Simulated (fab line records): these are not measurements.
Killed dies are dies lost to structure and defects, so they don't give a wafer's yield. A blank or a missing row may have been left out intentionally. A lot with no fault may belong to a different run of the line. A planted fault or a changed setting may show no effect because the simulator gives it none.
2 desks looking at one fault + flow gf180mcu + each desk has only its own numbers; what lay behind them comes last

## TOOL OWNER'S DESK, pvd-sputter-03
The tool's own readings at GF_MIM_SPUTTER_02 (material AlCu, target thk 450 nm, time 23.9 s): means of the sampled wafers that have a number, for each lot that ran on this tool. A lot is out of limits, marked OUT, if its mean lies more than 4 standard deviations from the usual mean; the brackets give that distance.
Columns: A = throttle-valve-pct at GF_MIM_SPUTTER_02, usual 30.4 %
| lot  | first seen here | A    |
|------|-----------------|------|
| L882 | day 27 02:43    | 30.6 |
| L883 | day 27 07:07    | 30.2 |
| L884 | day 27 10:07    | 30.5 |
| L895 | day 30 15:47    | 31.0 |
This desk's verdict: no lot among the 4 shows anything out of limits.

## FROM THE METROLOGY DESK
Lot by lot, what the gauges showed, no matter which tool ran the lot: averages of those sampled wafers that carry a number. A lot is out of limits, marked OUT, if its mean lies more than 4 standard deviations from the usual mean; the brackets give that distance.
Columns: A = V4_W_RS at GF_V4_RS_MEAS_24, usual 0.3270 ohm/sq; B = V4_W_THK at GF_V4_THK_MEAS_25, usual 342 nm
| lot  | first seen here | A      | B   |
|------|-----------------|--------|-----|
| L878 | day 25 12:35    | 0.3267 | 341 |
| L882 | day 27 02:06    | 0.3298 | 341 |
| L883 | day 27 06:33    | 0.3273 | 342 |
| L884 | day 27 09:31    | 0.3277 | 341 |
| L887 | day 28 10:26    | 0.3266 | 340 |
| L892 | day 29 23:26    | 0.3270 | 334 |
| L895 | day 30 15:12    | 0.3265 | 346 |
This desk's verdict: no lot among the 7 shows anything out of limits.

## BROUGHT TOGETHER
The tool owner's desk saw nothing out of limits.
The metrology desk saw nothing out of limits.

## WHAT THE SIMULATOR PUT IN
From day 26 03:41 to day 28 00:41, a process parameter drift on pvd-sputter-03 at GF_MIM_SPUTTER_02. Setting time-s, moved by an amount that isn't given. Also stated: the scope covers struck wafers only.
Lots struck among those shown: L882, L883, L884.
